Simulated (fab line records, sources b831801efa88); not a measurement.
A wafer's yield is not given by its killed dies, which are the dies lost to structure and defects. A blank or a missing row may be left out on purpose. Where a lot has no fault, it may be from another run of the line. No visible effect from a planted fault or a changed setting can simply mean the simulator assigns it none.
Matching of chambers / flow sfq line / SFQ_TRILAYER_I5_ETCH_VIA_ETCH_147 on rie diel-02: 4 sister chambers
The step etches the open film in CHF3, stops on Nb, target depth 360 nm. 14 wafers are shown with their chamber, then 7 later ones without.

== EACH WAFER AND ITS CHAMBER ==
wafer=L210.3; chamber=0; drypump motor current A (A)=6.0; oes product au (a.u.)=0.989
wafer=L210.4; chamber=1; drypump motor current A (A)=6.7; oes product au (a.u.)=0.989
wafer=L210.6; chamber=0; drypump motor current A (A)=6.0; oes product au (a.u.)=0.994
wafer=L211.3; chamber=3; drypump motor current A (A)=5.3; oes product au (a.u.)=0.998
wafer=L211.4; chamber=0; drypump motor current A (A)=6.0; oes product au (a.u.)=0.988
wafer=L211.5; chamber=0; drypump motor current A (A)=6.0; oes product au (a.u.)=0.993
wafer=L213.3; chamber=3; drypump motor current A (A)=5.3; oes product au (a.u.)=0.991
wafer=L213.5; chamber=3; drypump motor current A (A)=5.3; oes product au (a.u.)=0.993
wafer=L213.6; chamber=0; drypump motor current A (A)=6.0; oes product au (a.u.)=0.981
wafer=L217.1; chamber=0; drypump motor current A (A)=6.0; oes product au (a.u.)=0.987
wafer=L217.3; chamber=1; drypump motor current A (A)=6.6; oes product au (a.u.)=0.988
wafer=L217.6; chamber=2; drypump motor current A (A)=5.7; oes product au (a.u.)=0.989
wafer=L222.2; chamber=1; drypump motor current A (A)=6.6; oes product au (a.u.)=0.983
wafer=L222.5; chamber=1; drypump motor current A (A)=6.7; oes product au (a.u.)=0.994

SIGNATURES (means of the wafers above)
reading=drypump motor current A; chamber 0=6.000; chamber 1=6.650; chamber 2=5.700; chamber 3=5.300; scatter within a chamber=0.0316
reading=oes product au; chamber 0=0.98867; chamber 1=0.98850; chamber 2=0.98900; chamber 3=0.99400; scatter within a chamber=0.00443
Rule: distance of a wafer from a chamber = root of the sum over the readings of ((wafer's reading minus chamber's mean) / reading's scatter) squared. The wafer belongs to the nearest chamber; if the next one is less than 2 further off, it can't be placed. How the scatter is found: for the shown wafers, subtract from each reading the mean of its chamber, square and add these, divide the total by (wafers less chambers), then take the root.

== WAFERS WITH NO CHAMBER GIVEN ==
wafer=L222.6; drypump motor current A (A)=5.8; oes product au (a.u.)=0.990
wafer=L224.2; drypump motor current A (A)=5.3; oes product au (a.u.)=0.994
wafer=L224.3; drypump motor current A (A)=6.0; oes product au (a.u.)=0.988
wafer=L224.4; drypump motor current A (A)=6.6; oes product au (a.u.)=0.976
wafer=L226.1; drypump motor current A (A)=5.3; oes product au (a.u.)=0.989
wafer=L226.4; drypump motor current A (A)=5.7; oes product au (a.u.)=0.992
wafer=L226.6; drypump motor current A (A)=5.7; oes product au (a.u.)=0.984

== EACH ONE'S CHAMBER ==
wafer=L222.6; from the rows above=2; in truth=2
wafer=L224.2; from the rows above=3; in truth=3
wafer=L224.3; from the rows above=0; in truth=0
wafer=L224.4; from the rows above=1; in truth=1
wafer=L226.1; from the rows above=3; in truth=3
wafer=L226.4; from the rows above=2; in truth=2
wafer=L226.6; from the rows above=2; in truth=2
Placed correctly: 7 of 7. From these rows, 0 cannot be placed. Placed wrongly: 0.
